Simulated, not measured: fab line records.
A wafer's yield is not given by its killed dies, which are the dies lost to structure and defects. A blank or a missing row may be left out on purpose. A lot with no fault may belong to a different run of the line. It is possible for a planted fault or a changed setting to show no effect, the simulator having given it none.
Chamber matching | flow sky130 | 4 sister chambers for SKY_VIA3_CMP_24 on cmp-02
The step polishes, stops on SiO2, t overpolish 20 s, target thk 0 nm. 14 wafers are shown with their chamber, then 7 later ones without.

== WAFERS WITH THEIR CHAMBER ==
wafer  | chamber | motorCurrentA (A) | retainingRingPressureFrac | timeToEndpointS (s)
L624.1 | 2       | 8.9               | 0.996                     | 90
L624.2 | 3       | 9.6               | 1.002                     | 95
L624.3 | 0       | 11.7              | 0.993                     | 95
L632.2 | 2       | 9.2               | 1.000                     | 92
L632.3 | 1       | 11.9              | 0.991                     | 97
L632.6 | 3       | 10.2              | 1.002                     | 96
L631.2 | 3       | 10.2              | 1.011                     | 103
L631.4 | 0       | 11.8              | 1.002                     | 102
L631.5 | 0       | 11.6              | 0.994                     | 98
L633.3 | 2       | 9.1               | 0.999                     | 93
L633.4 | 3       | 8.8               | 0.997                     | 97
L633.5 | 3       | 10.0              | 1.001                     | 97
L642.2 | 2       | 8.6               | 0.997                     | 94
L642.6 | 2       | 8.7               | 1.000                     | 93

SIGNATURES (means of the wafers above)
reading                   | chamber 0 | chamber 1 | chamber 2 | chamber 3 | scatter within a chamber
motorCurrentA             | 11.700    | 11.900    | 8.900     | 9.760     | 0.409
retainingRingPressureFrac | 0.99633   | 0.99100   | 0.99840   | 1.00260   | 0.00409
timeToEndpointS           | 98.33     | 97.00     | 92.40     | 97.60     | 2.7
Rule: for a wafer and a chamber, the distance is found by dividing, reading by reading, the gap between the wafer's reading and the chamber's mean by the reading's scatter, squaring, summing and taking the root. If the next closest chamber is less than 2 further off than the closest, the wafer can't be placed; otherwise it belongs to the closest. The scatter: the root of (the sum of the squares of (reading less its chamber's mean) over the shown wafers, divided by (wafers less chambers)).

== WAFERS WHOSE CHAMBER IS MISSING ==
wafer  | motorCurrentA (A) | retainingRingPressureFrac | timeToEndpointS (s)
L643.6 | 8.8               | 0.998                     | 96
L644.1 | 11.2              | 0.998                     | 97
L644.3 | 8.6               | 1.003                     | 95
L644.6 | 11.5              | 0.995                     | 103
L646.1 | 11.5              | 1.000                     | 97
L646.3 | 8.8               | 1.007                     | 92
L646.4 | 11.1              | 1.005                     | 97

== WHICH CHAMBER EACH WENT THROUGH ==
wafer  | from the rows above          | in truth
L643.6 | can't be placed: 2 or 3      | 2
L644.1 | can't be placed: 0 or 1      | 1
L644.3 | can't be placed: 2 or 3      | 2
L644.6 | can't be placed: 0 or 1      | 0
L646.1 | can't be placed: 0 or 1      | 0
L646.3 | can't be placed: 2 or 3      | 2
L646.4 | can't be placed: 0 or 3 or 1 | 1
Correct placement for 0 of the 7. Can't be placed from these rows: 7 (the true chamber is among the candidates in 7). Number placed wrongly: 0.
